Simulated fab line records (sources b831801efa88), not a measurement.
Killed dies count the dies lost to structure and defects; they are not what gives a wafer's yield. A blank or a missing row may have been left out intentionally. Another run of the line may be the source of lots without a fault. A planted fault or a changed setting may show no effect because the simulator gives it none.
Split-lot trial + flow gf180mcu + on a route of 602 steps: 5 lots, 27 wafers read

## ABOUT THE SPLIT
At GF_M4_SPUTTER_02 (material AlCu, target thk 450 nm, time 23.9 s), the setting time_s was moved away from the recipe's 23.9 s on 9 of the 27 wafers read, by -47.8% to +41.5%. All remaining wafers had this setting at the recipe value.

## FROM THE SPLIT TO THE READING: what the file shows between them, 3 steps
- GF_M4_SPUTTER_03: material Ti, target thk 10 nm, time 6.7 s
- GF_M4_SPUTTER_04: material TiN, target thk 50 nm, time 41.7 s
- GF_M4_RS_MEAS_05: measures by four-point-probe

## THE READING
M4_ALCU_THK, in nm, at GF_M4_THK_MEAS_06 (measures by xrf). A value of 440 nm with a standard deviation of 5.4 nm is what fault-free wafers of this fab line usually give.

| wafer  | tool, chamber at the split | time_s as run, s | against the recipe | M4_ALCU_THK, nm | against lot-mates on the recipe |
|--------|----------------------------|------------------|--------------------|-----------------|---------------------------------|
| L074.1 | pvd_sputter-01, -          | 29.59            | +23.8%             | 544             | +104                            |
| L074.2 | pvd_sputter-01, -          | 29.59            | +23.8%             | 546             | +106                            |
| L074.3 | pvd_sputter-01, -          | 23.9             | recipe             | 440             | -                               |
| L074.4 | pvd_sputter-01, -          | 23.9             | recipe             | 444             | -                               |
| L074.5 | pvd_sputter-01, -          | 23.9             | recipe             | 437             | -                               |
| L074.6 | pvd_sputter-01, -          | 29.59            | +23.8%             | 550             | +110                            |
| L076.1 | pvd_sputter-04, -          | 23.9             | recipe             | 443             | -                               |
| L076.2 | pvd_sputter-04, -          | 23.9             | recipe             | 446             | -                               |
| L076.4 | pvd_sputter-04, -          | 23.9             | recipe             | 449             | -                               |
| L080.1 | pvd_sputter-02, -          | 23.9             | recipe             | 446             | -                               |
| L080.2 | pvd_sputter-02, -          | 23.9             | recipe             | 450             | -                               |
| L080.3 | pvd_sputter-02, -          | 33.83            | +41.5%             | 625             | +177                            |
| L080.4 | pvd_sputter-02, -          | 33.83            | +41.5%             | 626             | +178                            |
| L080.5 | pvd_sputter-02, -          | 33.83            | +41.5%             | 620             | +172                            |
| L080.6 | pvd_sputter-02, -          | 23.9             | recipe             | 448             | -                               |
| L083.1 | pvd_sputter-01, -          | 23.9             | recipe             | 438             | -                               |
| L083.2 | pvd_sputter-01, -          | 23.9             | recipe             | 442             | -                               |
| L083.3 | pvd_sputter-01, -          | 23.9             | recipe             | 439             | -                               |
| L083.4 | pvd_sputter-01, -          | 23.9             | recipe             | 442             | -                               |
| L083.5 | pvd_sputter-01, -          | 23.9             | recipe             | 443             | -                               |
| L083.6 | pvd_sputter-01, -          | 23.9             | recipe             | 438             | -                               |
| L085.1 | pvd_sputter-04, -          | 23.9             | recipe             | 442             | -                               |
| L085.2 | pvd_sputter-04, -          | 23.9             | recipe             | 442             | -                               |
| L085.3 | pvd_sputter-04, -          | 12.47            | -47.8%             | 229             | -213                            |
| L085.4 | pvd_sputter-04, -          | 23.9             | recipe             | 442             | -                               |
| L085.5 | pvd_sputter-04, -          | 12.47            | -47.8%             | 229             | -213                            |
| L085.6 | pvd_sputter-04, -          | 12.47            | -47.8%             | 230             | -212                            |

THE FIT
A straight line over all 27 wafers: M4_ALCU_THK changes by +4.41 nm for each +1% of time_s; r = +1.00; the points scatter about the line by 3.5 nm.
The same after taking each lot's own level away (the mean of its wafers on the recipe; 27 wafers): +4.37 nm for each +1%; r = +1.00; scatter 3.2 nm.
On that fit, the largest move of time_s shifts the reading by 2.1e+02 nm.
From 440.3 to 448.0 nm: that is the span of the lots' own levels, equal to 1.4 times the standard deviation above.
The two slopes are in agreement: the lot-to-lot level therefore moves the slope only a little.
Check: for one of the wafers moved furthest among these (-47.8%), held out of the fit, the line's prediction against its lot-mates is -209 nm. Against them it came out at -213 nm.

## FURTHER SPLITS ON THESE WAFERS
Before the reading, these wafers also passed through other splits. Each is held against what the fit with the lots' levels taken away leaves over:
| other split on the same wafers | wafers away from the commonest value | r with M4_ALCU_THK (lot level and that fit taken away) |
|--------------------------------|--------------------------------------|--------------------------------------------------------|
| GF_M1_SPUTTER_04 time_s        | 9                                    | -0.06                                                  |
| GF_M2_SPUTTER_04 time_s        | 12                                   | +0.06                                                  |
| GF_V3_SPUTTER_21 time_s        | 9                                    | -0.08                                                  |

## THE WHOLE CHAIN: every reading that the file lists as answering this split, in the file's order
| step                | what it does                                                                         | reading                                                                       | change (the file's fit)                                                              | r (the file's) |
|---------------------|--------------------------------------------------------------------------------------|-------------------------------------------------------------------------------|--------------------------------------------------------------------------------------|----------------|
| GF_M4_SPUTTER_02    | material AlCu, target thk 450 nm, time 23.9 s                                        | AlCu_of_M4_SPUTTER_02.thk_nm (the simulator's own value, which no gauge read) | +4.46 nm for each +1% of the setting                                                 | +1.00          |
| GF_M4_RS_MEAS_05    | measures by four-point-probe                                                         | M4_ALCU_RS                                                                    | -0.000933 for each +1% of the setting                                                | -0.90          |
| GF_M4_THK_MEAS_06   | measures by xrf                                                                      | M4_ALCU_THK                                                                   | +4.37 for each +1% of the setting                                                    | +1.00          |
| GF_M4_METAL_ETCH_16 | etches the open film in Cl2/BCl3, stops on SiO2, target depth 627.5 nm, time 104.6 s | oes_product_au                                                                | not straight: 0.764 at the lowest setting, 0.975 at the recipe, 0.989 at the highest | not given      |

## THE FILE'S OWN FIT
M4_ALCU_THK changes by +4.37 nm for each +1% of time_s, r = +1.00.
